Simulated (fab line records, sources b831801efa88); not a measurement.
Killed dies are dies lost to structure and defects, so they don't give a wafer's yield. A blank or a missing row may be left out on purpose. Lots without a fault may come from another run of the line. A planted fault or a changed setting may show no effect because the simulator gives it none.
A struck lot beside a sound one | flow sky130 | 44 steps out of a route of 708
Sound: wafers L150.2, L150.3, L150.4. Struck: wafer L169.2. (L169.1 of the same lot was not struck and is left out.) The cause comes at the end.
At each step with rows: each side's tool, then ch and its chambers, then its first start. Under that, the readings that differ: sound wafers | struck wafers | difference of the means | sigmas: that difference in standard deviations of wafers without a fault.
alike: readings whose means differ by less than 2 such deviations, and words and numbers that are the same on both sides. not compared: withheld readings, readings that some wafer has no value for, bounds like >300 that may hide the same value, and numbers for which the record gives no deviation and whose values overlap.
The two part at a step that has a row with sigmas, a row that says differs or no value, or rows on one side only. Numbers that don't overlap but have no deviation are shown without sigmas and don't part them. A reading that every wafer of one side lacks parts them only if that side has two wafers or more.

first, 7 steps without rows for these wafers: SKY_VIA3_ETCH_15 (etches SiO2 in C4F8/O2/Ar, stops on TiN, target depth 507 nm, time 78 s); SKY_VIA3_STRIP_16 (strips in O2/N2); SKY_VIA3_STRIP_17 (strips in post etch residue remover, time 1200 s); SKY_VIA3_CLEAN_18 (cleans in IPA, time 180 s); SKY_VIA3_CLEAN_19 (cleans in O3/DIW); SKY_VIA3_SPUTTER_20 (material TiN, target thk 20 nm, time 80 s); SKY_VIA3_CVD_21 (deposits W, target thk 390 nm, time 117.31 s).
SKY_VIA3_RS_MEAS_22: measures by four-point-probe.
  sound on film_metro-01, day 40 03:13; struck on film_metro-04, day 45 16:13
  alike: VIA3_W_RS
SKY_VIA3_THK_MEAS_23: measures by xrf.
  sound on film_metro-01, day 40 03:19; struck on film_metro-04, day 45 16:20
  reading         | sound       | struck | difference | sigmas
  VIA3_W_THK (nm) | 375 376 374 | 389    | +14        | +3
SKY_VIA3_CMP_24: polishes, stops on SiO2, t overpolish 20 s, target thk 0 nm.
  sound on cmp-01 ch 0,1,2, day 40 03:22; struck on cmp-01 ch 2, day 45 16:32
  alike: motor_current_A, overpolish_run_s, time_to_endpoint_s
SKY_METAL4_SPUTTER_00: material Ti, target thk 15 nm, time 10 s.
  sound on pvd_sputter-04, day 40 03:40; struck on pvd_sputter-03, day 45 16:47
  reading                | sound          | struck | difference | sigmas
  throttle_valve_pct (%) | 29.2 29.4 28.5 | 31.3   | +2.3       | +3
then, 1 step without rows for these wafers: SKY_METAL4_SPUTTER_01 (material TiN, target thk 20 nm, time 16.7 s).
SKY_METAL4_SPUTTER_02: material AlCu, target thk 735 nm, time 39.1 s.
  sound on pvd_sputter-04, day 40 03:43; struck on pvd_sputter-03, day 45 16:50
  reading                                     | sound             | struck | difference | sigmas
  throttle_valve_pct (%)                      | 29.1 29.6 28.6    | 31.3   | +2.2       | +3
  model.AlCu_of_METAL4_SPUTTER_02.thk_nm (nm) | 737.9 720.5 741.9 | 671.4  | -62.0      |
SKY_METAL4_SPUTTER_03: material Ti, target thk 5 nm, time 3.3 s.
  sound on pvd_sputter-04, day 40 03:46; struck on pvd_sputter-03, day 45 16:52
  reading                | sound          | struck | difference | sigmas
  throttle_valve_pct (%) | 29.2 29.6 28.8 | 31.3   | +2.1       | +2
SKY_METAL4_SPUTTER_04: material TiN, target thk 70 nm, time 58.3 s.
  sound on pvd_sputter-04, day 40 03:47; struck on pvd_sputter-03, day 45 16:53
  reading                | sound          | struck | difference | sigmas
  throttle_valve_pct (%) | 29.1 29.6 28.5 | 31.6   | +2.5       | +3
then, 1 step without rows for these wafers: SKY_CAP2M_CVD_00 (deposits SiO2, target thk 15.5 nm).
SKY_CAP2M_THK_MEAS_01:
  sound on film_metro-03, day 40 03:52; struck on film_metro-04, day 45 16:58
  alike: CAP2M_CVD_00_THK
then, 1 step without rows for these wafers: SKY_CAP2M_SPUTTER_02 (material TiN, target thk 200 nm, time 166.7 s).
SKY_CAP2M_RS_MEAS_03: measures by four-point-probe.
  sound on film_metro-02, day 40 04:02; struck on film_metro-02, day 45 17:08
  alike: CAP2M_TIN_RS
SKY_CAP2M_THK_MEAS_04: measures by xrf.
  sound on film_metro-02, day 40 04:09; struck on film_metro-02, day 45 17:15
  alike: CAP2M_TIN_THK
then, 7 steps without rows for these wafers: SKY_CAP2M_DEHYDRATE_05 (time 60 s); SKY_CAP2M_HMDS_06 (prime time 60 s); SKY_CAP2M_COAT_07 (resist thk 1140 nm); SKY_CAP2M_SOFTBAKE_08 (time 60 s); SKY_CAP2M_EXPOSE_09 (exposes mask CAP2M, target cd 1000 nm); SKY_CAP2M_PEB_10; SKY_CAP2M_DEVELOP_11 (develop time 60 s).
SKY_CAP2M_OVL_MEAS_12:
  sound on overlay-01, day 41 04:02; struck on overlay-01, day 46 13:35
  alike: CAP2M_OVL
SKY_CAP2M_METAL_ETCH_13: etches TiN in Cl2/BCl3, stops on SiO2, target depth 220 nm, time 62.9 s.
  sound on rie_metal-03 ch 0,1, day 41 04:04; struck on rie_metal-03 ch 0, day 46 13:37
  alike: drypump_motor_current_A, he_backside_leak_sccm, mfc_cl2_sccm, oes_product_au, throttle_valve_pct
  not compared: rf_hours_counter_h
then, 12 steps without rows for these wafers: SKY_CAP2M_STRIP_14 (strips in O2/N2); SKY_CAP2M_STRIP_15 (strips in post etch residue remover, time 1200 s); SKY_CAP2M_CLEAN_16 (cleans in IPA, time 180 s); SKY_CAP2M_CLEAN_17 (cleans in O3/DIW); SKY_METAL4_DEHYDRATE_05 (time 60 s); SKY_METAL4_HMDS_06 (prime time 60 s); SKY_METAL4_COAT_07 (resist thk 60 nm); SKY_METAL4_COAT_08 (resist thk 1140 nm); SKY_METAL4_SOFTBAKE_09 (time 90 s); SKY_METAL4_EXPOSE_10 (exposes mask MM4, target cd 300 nm); SKY_METAL4_PEB_11; SKY_METAL4_DEVELOP_12 (develop time 60 s).
SKY_METAL4_CD_MEAS_13: target cd 300 nm.
  sound on cd_sem-01, day 42 04:32; struck on cd_sem-01, day 47 10:30
  alike: cd_nm
SKY_METAL4_METAL_ETCH_18: etches the open film in Cl2/BCl3, stops on SiO2, target depth 845 nm, time 183.1 s.
  sound on rie_metal-02 ch 0,1, day 42 04:49; struck on rie_metal-02 ch 0, day 47 10:48
  reading               | sound             | struck | difference | sigmas
  oes_product_au (a.u.) | 0.868 0.859 0.866 | 0.830  | -0.034     | -6
  alike: drypump_motor_current_A, he_backside_leak_sccm, mfc_cl2_sccm, throttle_valve_pct
  not compared: rf_hours_counter_h
-- the record jumps here: 3 days lie between the struck wafers' starts before and after (it left off in module METAL4 and takes up again in module PAD_OPEN, whose first step shown is number 708 of the route) --
SKY_PAD_OPEN_PROBE_99:
  sound on prober-01, day 46 03:52; struck on prober-01, day 50 15:43
  reading                      | sound                   | struck  | difference | sigmas
  model.etest.met4.line_ohm_um | 0.141 0.1479 0.1372     | 0.1533  | +0.0113    |
  model.etest.met4.rs_ohm_sq   | 0.04251 0.04374 0.04187 | 0.04648 | +0.00377   |
  alike: defect_limited_yield, killed_at_M0_to_M3, killed_at_M4_up, killed_at_contacts, killed_at_front_end, killed_at_other, killed_dies, killed_open, killed_short, sort_bin_3_pad_short, sort_bin_5_function, sort_bin_6_memory, sort_n_pass, sort_yield_pct

WHERE THEY PART
First at SKY_VIA3_THK_MEAS_23; last, within this record, at SKY_METAL4_METAL_ETCH_18. Later steps at which nothing parts them and some readings are alike: SKY_PAD_OPEN_PROBE_99.

WHY: what the simulator had put in
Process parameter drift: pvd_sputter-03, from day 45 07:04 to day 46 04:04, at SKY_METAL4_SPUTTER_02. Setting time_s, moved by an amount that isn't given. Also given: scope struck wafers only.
